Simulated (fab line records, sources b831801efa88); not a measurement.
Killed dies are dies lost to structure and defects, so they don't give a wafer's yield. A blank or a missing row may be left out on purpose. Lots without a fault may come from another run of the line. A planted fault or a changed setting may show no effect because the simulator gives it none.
Problem report in the 8D (eight disciplines) form, filled by code | flow sky130 | the parts of the form that need people (team, actions taken, sign-off) are left out

1. THE PROBLEM
dose_ions_cm2 at SKY_LDD_N_IMPLANT_14 reads a mean of 4e+12 on 6 wafers of 2 lots; wafers without a fault read 5e+12 with a standard deviation of 6.1e+09. That is -99 or more standard deviations from the usual mean.
First seen on wafer L591.1, day 22 16:47, on implanter-01. The record holds 18 wafers of 6 lots with a number at this step. Rule for "out", or "out of limits": more than 4 standard deviations from the usual mean. The other wafers with a number count as sound.

2. WHAT IT IS AND WHAT IT IS NOT
question                    | is                                | is not
which readings at this step | dose_ions_cm2, faraday_current_uA | -
which lots                  | L591, L592                        | L578, L579, L589, L590
which wafers of those lots  | all that have a number            | -
read on which tools         | implanter-01                      | implanter-03, implanter-04
when                        | from day 22 16:47                 | up to then (12 sound wafers)

3. SUSPECTS, AND WHAT RULES EACH OUT
Counting: a tool at a process step up to the reading stays a suspect if it ran every lot that is out and no sound lot after the first of them.
- implanter-01 at SKY_LDD_N_IMPLANT_14: kept. It ran every lot that is out, first L591 (day 22 16:47), and no sound lot after that; its last sound lot up to then is L578 (day 18 00:13). Its own readings are out on those wafers: dose_ions_cm2, faraday_current_uA.
Left after counting: implanter-01 at SKY_LDD_N_IMPLANT_14.

4. THE CAUSE (what the simulator had put in)
Process parameter drift: implanter-01, from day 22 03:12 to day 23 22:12, at SKY_LDD_N_IMPLANT_14. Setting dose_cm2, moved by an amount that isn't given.
Counting left only this tool.

5. THE CHAIN OF EFFECTS, in route order
Each row: a reading whose mean over the struck wafers that have a number lies more than 3 standard deviations from the usual. Only readings for which the record gives a usual standard deviation are gone through. hours: the time from each lot's start at the first step in this table that gives one to its start at this step, as a median over the lots. sigmas: the change in usual standard deviations.
hours | step                 | reading            | usual | on struck wafers | change | sigmas
0     | SKY_LDD_N_IMPLANT_14 | dose_ions_cm2      | 5e+12 | 4e+12            | -1e+12 | -99 or more
0     | SKY_LDD_N_IMPLANT_14 | faraday_current_uA | 28.2  | 20.8             | -7.4   | -13
The process steps in it:
- SKY_LDD_N_IMPLANT_14

6. WHAT WOULD HAVE CAUGHT IT SOONER
In this record the first reading out of limits was taken at day 22 16:47, 14 hours after the fault began at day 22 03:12.
